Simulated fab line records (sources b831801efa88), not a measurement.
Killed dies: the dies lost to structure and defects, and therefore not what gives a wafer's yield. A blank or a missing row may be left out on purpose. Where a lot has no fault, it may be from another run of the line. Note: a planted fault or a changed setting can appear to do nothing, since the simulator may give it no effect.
fab line records    flow sfq_line
[record] lots = 13  wafers = 39  last_day = 86
route steps=325 shown JJ@189
lots untouched by any fault: they come from a run of this same line in which no faults occurred
start_h: hours from the record's opening day to when the first of the lot's shown wafers began    wait_h: hours from the lot's prior step to this one    " unchanged from the row above    L1.1+2: a single row standing in for several wafers    - no value present, or no start provided    * or withheld: withheld    < > ~ a bound
route shown NAME@n: names a module that has steps shown in the file, with the first one's number in the route    usual: average and standard deviation across the fault-free wafers    same: alike in all rows    chamber/n: place in a boat    sites: per-site readings    _std_site: their standard deviation    _edge_site: outer sites' mean less inner sites'    radius_mm: for every site, how far away it sits from the centre of the wafer    mask NAME#n: copy n    behind: the most recent tool/chamber to have shaped the wafer    hold: the reason the lot was held/the length of the hold in hours/how it ended    device: the n, p or np transistor that did not switch    end of line: the route-end tests of the same wafers    a step without rows: its recipe alone    killed: the dies lost at the first sort to structure and to defects; this is not the yield of the wafer    map: shows each die of a wafer: x if killed, . if not, _ if none is there
set.NAME: the run value of the setting; set.NAME@STEP: its run value at that earlier step    model.NAME: the simulator's own value behind a step, which no gauge read
route steps across a sampled set of lots; one table per step, one row per wafer
services: a tool's chamber out of use, with start hour (start_h, from the record's first day; less than 0 if before it), hours out, and reason
[[steps]]
[step SFQ_TRILAYER_JJ_CE_LITHO_PEB_117]
[recipe] peb_temp_c = 115  peb_time_s = 60  resist = KrF
lot.wafer   tool            chamber  start_h  wait_h
L490.2+4+6  litho_track-03  0        1158.09  0.8
L493.1+2+5  litho_track-03  0        1233.01  1.0
L494.2+5+6  litho_track-04  0        1241.44  0.8
L495.3+4+6  litho_track-04  0        1251.06  0.7
L496.1+2+3  litho_track-04  0        1259.41  1.0
L497.2+4+6  litho_track-04  0        1309.84  0.8
L499.1+3+6  litho_track-03  0        1313.41  1.0
L500.3+4+6  litho_track-01  0        1314.66  0.7
L504.1+3+5  litho_track-04  0        1324.21  1.0
L505.1+3+5  litho_track-03  0        1329.01  1.0
L508.2+5+6  litho_track-01  0        1336.24  0.8
L511.1+3+6  litho_track-03  0        1344.74  1.0
L512.3+4+5  litho_track-01  0        1347.19  0.7
[step SFQ_TRILAYER_JJ_CE_METRO_MEASURE_117]
[usual] cd_nm = 699.6/1.2
lot.wafer  tool       chamber  start_h  wait_h  cd_nm
L490.2     cd_sem-02  -        1158.60  0.2     699.7
L490.4     "          -        "        "       699.1
L490.6     "          -        "        "       699.7
L493.1     cd_sem-01  -        1233.35  0.0     699.8
L493.2     "          -        "        "       699.0
L493.5     "          -        "        "       699.9
L494.2     cd_sem-02  -        1241.95  0.2     698.3
L494.5     "          -        "        "       698.3
L494.6     "          -        "        "       698.2
L495.3     cd_sem-01  -        1251.75  0.4     701.4
L495.4     "          -        "        "       700.4
L495.6     "          -        "        "       703.0
L496.1     cd_sem-02  -        1259.75  0.0     698.0
L496.2     "          -        "        "       696.3
L496.3     "          -        "        "       698.1
L497.2     cd_sem-01  -        1310.35  0.2     699.8
L497.4     "          -        "        "       700.4
L497.6     "          -        "        "       701.6
L499.1     cd_sem-01  -        1313.75  0.0     701.7
L499.3     "          -        "        "       699.8
L499.6     "          -        "        "       699.7
L500.3     cd_sem-02  -        1315.35  0.4     699.0
L500.4     "          -        "        "       697.9
L500.6     "          -        "        "       698.7
L504.1     cd_sem-01  -        1324.55  0.0     668.8
L504.3     "          -        "        "       698.2
L504.5     "          -        "        "       698.4
L504.1     cd_sem-01  -        1326.60  1.9     668.9
L504.3     "          -        "        "       698.4
L504.5     "          -        "        "       698.7
L505.1     cd_sem-02  -        1329.35  0.0     698.4
L505.3     "          -        "        "       699.8
L505.5     "          -        "        "       699.3
L508.2     cd_sem-01  -        1336.75  0.2     700.4
L508.5     "          -        "        "       698.7
L508.6     "          -        "        "       698.5
L511.1     cd_sem-02  -        1345.07  0.0     699.1
L511.3     "          -        "        "       699.0
L511.6     "          -        "        "       698.7
L512.3     cd_sem-01  -        1347.87  0.4     700.6
L512.4     "          -        "        "       701.2
L512.5     "          -        "        "       701.4
[[services]]
tool       chamber  start_h  hours  kind
cd_sem-01  -        1155.15  1.3    pm
cd_sem-02  -        1178.17  1.2    repair
cd_sem-02  -        1182.83  1.8    pm
cd_sem-02  -        1210.51  0.8    pm
cd_sem-01  -        1223.90  0.3    pm
cd_sem-02  -        1236.36  0.8    pm
cd_sem-02  -        1241.10  0.6    pm
cd_sem-01  -        1242.61  1.1    pm
cd_sem-01  -        1261.15  0.6    pm
cd_sem-01  -        1314.95  1.7    pm
cd_sem-01  -        1339.15  0.2    pm
[[key]]
[first_sign] step = SFQ_TRILAYER_JJ_CE_METRO_MEASURE_117  reading = visit  direction = added
[effect] step = SFQ_TRILAYER_JJ_CE_METRO_MEASURE_117  reading = cd_nm  direction = down  sigmas = 25  usual = 699.6  struck = 668.8
met_at SFQ_TRILAYER_JJ_CE_LITHO_PEB_117
struck_lots L504
struck_wafers L504.1
onset_between 1309.84 1324.21
[fault] kind = process_parameter_drift  tool = litho_track-04  chamber = -  onset_h = 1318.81  steps = SFQ_TRILAYER_JJ_CE_LITHO_PEB_117  channel = peb_time_s  offset = *  shape = step  end_h = 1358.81  scope = struck_wafers_only  acts_in = *  stated = *
